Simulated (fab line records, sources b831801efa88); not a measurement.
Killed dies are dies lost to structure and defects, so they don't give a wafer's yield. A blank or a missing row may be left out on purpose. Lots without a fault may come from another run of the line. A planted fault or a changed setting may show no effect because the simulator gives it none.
Chamber matching | flow sky130 | SKY_VIA3_CMP_02 on cmp-01: 4 sister chambers
The step polishes SiO2. 24 wafers are shown with their chamber, then 12 later ones without.

WAFERS WITH THEIR CHAMBER
wafer  | chamber | motor_current_A (A) | platen_rpm (rpm)
L074.1 | 2       | 12.4                | 59.98
L074.3 | 0       | 12.4                | 60.00
L074.6 | 1       | 10.8                | 60.07
L077.2 | 0       | 11.3                | 59.97
L077.4 | 3       | 14.2                | 60.05
L077.6 | 2       | 12.3                | 59.93
L078.2 | 1       | 10.6                | 60.00
L078.4 | 3       | 13.5                | 60.02
L078.5 | 1       | 10.4                | 60.04
L079.2 | 0       | 12.4                | 59.98
L079.3 | 1       | 10.0                | 60.00
L079.6 | 2       | 12.3                | 60.04
L085.2 | 2       | 12.0                | 59.97
L085.3 | 0       | 11.8                | 60.05
L085.6 | 0       | 12.0                | 60.00
L089.1 | 1       | 10.7                | 60.02
L089.3 | 3       | 13.9                | 60.03
L089.5 | 2       | 12.4                | 59.99
L090.3 | 2       | 12.3                | 59.98
L090.5 | 2       | 12.5                | 59.95
L090.6 | 1       | 9.9                 | 60.04
L091.2 | 1       | 10.7                | 60.03
L091.3 | 3       | 13.9                | 59.96
L091.5 | 2       | 11.9                | 60.05

SIGNATURES (means of the wafers above)
reading         | chamber 0 | chamber 1 | chamber 2 | chamber 3 | scatter within a chamber
motor_current_A | 11.980    | 10.443    | 12.263    | 13.875    | 0.329
platen_rpm      | 60.0000   | 60.0286   | 59.9862   | 60.0150   | 0.0345
Rule: a wafer's distance from a chamber is the root of the sum, over the readings, of the square of ((its reading less the chamber's mean) divided by the reading's scatter). The wafer belongs to the nearest chamber; if the next one is less than 2 further off, it can't be placed. The scatter: the root of (the sum of the squares of (reading less its chamber's mean) over the shown wafers, divided by (wafers less chambers)).

WAFERS WITHOUT THEIR CHAMBER
wafer  | motor_current_A (A) | platen_rpm (rpm)
L092.2 | 11.7                | 59.96
L092.3 | 13.2                | 60.01
L092.6 | 12.5                | 60.06
L093.2 | 10.6                | 60.04
L093.5 | 13.5                | 59.86
L093.6 | 12.6                | 60.06
L094.1 | 10.7                | 59.96
L094.4 | 11.9                | 59.99
L094.5 | 10.7                | 59.98
L095.2 | 10.9                | 60.09
L095.4 | 12.1                | 59.99
L095.5 | 12.7                | 59.99

WHICH CHAMBER EACH WENT THROUGH
wafer  | from the rows above          | in truth
L092.2 | can't be placed: 0 or 2      | 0
L092.3 | can't be placed: 3 or 2 or 0 | 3
L092.6 | can't be placed: 2 or 0      | 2
L093.2 | 1                            | 1
L093.5 | can't be placed: 3 or 2 or 0 | 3
L093.6 | can't be placed: 2 or 0 or 3 | 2
L094.1 | can't be placed: 1 or 0      | 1
L094.4 | can't be placed: 0 or 2      | 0
L094.5 | 1                            | 1
L095.2 | can't be placed: 1 or 0      | 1
L095.4 | can't be placed: 0 or 2      | 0
L095.5 | can't be placed: 2 or 0      | 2
Placed correctly: 2 of 12. Can't be placed from these rows: 10 (the true chamber is among the candidates in 10). Placed wrongly: 0.
